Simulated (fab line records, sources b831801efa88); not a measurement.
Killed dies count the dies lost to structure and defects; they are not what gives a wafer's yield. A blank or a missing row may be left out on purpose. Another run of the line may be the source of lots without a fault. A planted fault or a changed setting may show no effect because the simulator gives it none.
8D (eight disciplines) problem report, filled in by code || flow gf180mcu || the parts of the form that need people (team, actions taken, sign-off) are left out

1. THE PROBLEM
HV_LDD_4_TW at GF_HV_LDD_TW_MEAS_50 reads a mean of 508 on 6 wafers of 2 lots; wafers without a fault read 572 with a standard deviation of 7.4. Relative to the usual mean, that is a shift of -8.7 standard deviations.
First observed at day 15 08:18: wafer L982.2, on film metro-01. Wafers with a number at this step in the record: 39, from 13 lots. Rule for "out" (also "out of limits"): further than 4 standard deviations from the usual mean. All remaining wafers that have a number are taken as sound.

2. WHAT IT IS, AND WHAT IT ISN'T
{"question": "which readings at this step", "is": "HV_LDD_4_TW", "is not": "-"}
{"question": "which lots", "is": "L982, L985", "is not": "L975, L976, L977, L978, L981, L992, L993, L994, L995, L996, L997"}
{"question": "which wafers of those lots", "is": "all that have a number", "is not": "-"}
{"question": "read on which gauges", "is": "film metro-01, film metro-04", "is not": "film metro-03"}
{"question": "when", "is": "from day 15 08:18", "is not": "up to then (15 sound wafers); but 18 sound wafers of L992, L993, L994, L995, L996, L997 came after"}

3. SUSPECTS, AND WHAT RULES EACH OUT
Counting: any tool at a process step up to the reading is kept as a suspect provided that every lot that is out went through it and no sound lot did after the first of them.
- the gauge at GF_HV_LDD_TW_MEAS_50: ruled out. The wafers that are out were read on 2 gauges (film metro-01, film metro-04).
- implanter-02 at GF_HV_LDD_IMPLANT_48: ruled out as a lasting fault. Sound lots L995, L996 ran on it after its first lot that is out, L982 (day 15 08:04).
Left after counting: nothing in the record.

4. THE CAUSE (what the simulator had put in)
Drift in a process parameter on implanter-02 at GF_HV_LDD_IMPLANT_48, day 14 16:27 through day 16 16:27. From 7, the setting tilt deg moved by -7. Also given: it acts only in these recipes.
The count ruled it out by mistake, since the rule takes a fault to strike every lot its tool runs from the start of the fault on, and this one did not do so.

5. SEQUENCE OF EFFECTS, ordered by route
One row per reading whose mean, taken over the struck wafers that have a number, lies over 3 standard deviations from the usual. Only readings for which the record gives a usual standard deviation are gone through. hours: the time from each lot's start at the first step in this table that gives one to its start at this step, as a median over the lots. sigmas: the change in usual standard deviations.
{"hours": 0, "step": "GF_HV_LDD_IMPLANT_48", "reading": "tilt deg", "usual": "7.000 degrees", "on struck wafers": -0.009, "change": -7.009, "sigmas": "-99 or more"}
{"hours": 0, "step": "GF_HV_LDD_TW_MEAS_50", "reading": "HV_LDD_4_TW", "usual": 572, "on struck wafers": 508, "change": -64, "sigmas": -8.7}
Here are the process steps it includes:
- GF_HV_LDD_IMPLANT_48

6. HOW IT WOULD HAVE BEEN CAUGHT EARLIER
The first out-of-limits reading at a measuring or inspecting step in this record came at day 15 08:18, 16 hours after the fault's start at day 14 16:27.
Tool's own readings at GF_HV_LDD_IMPLANT_48, tilt deg: out on all struck wafers the step has rows for; an alarm limit on them would have tripped on the first.
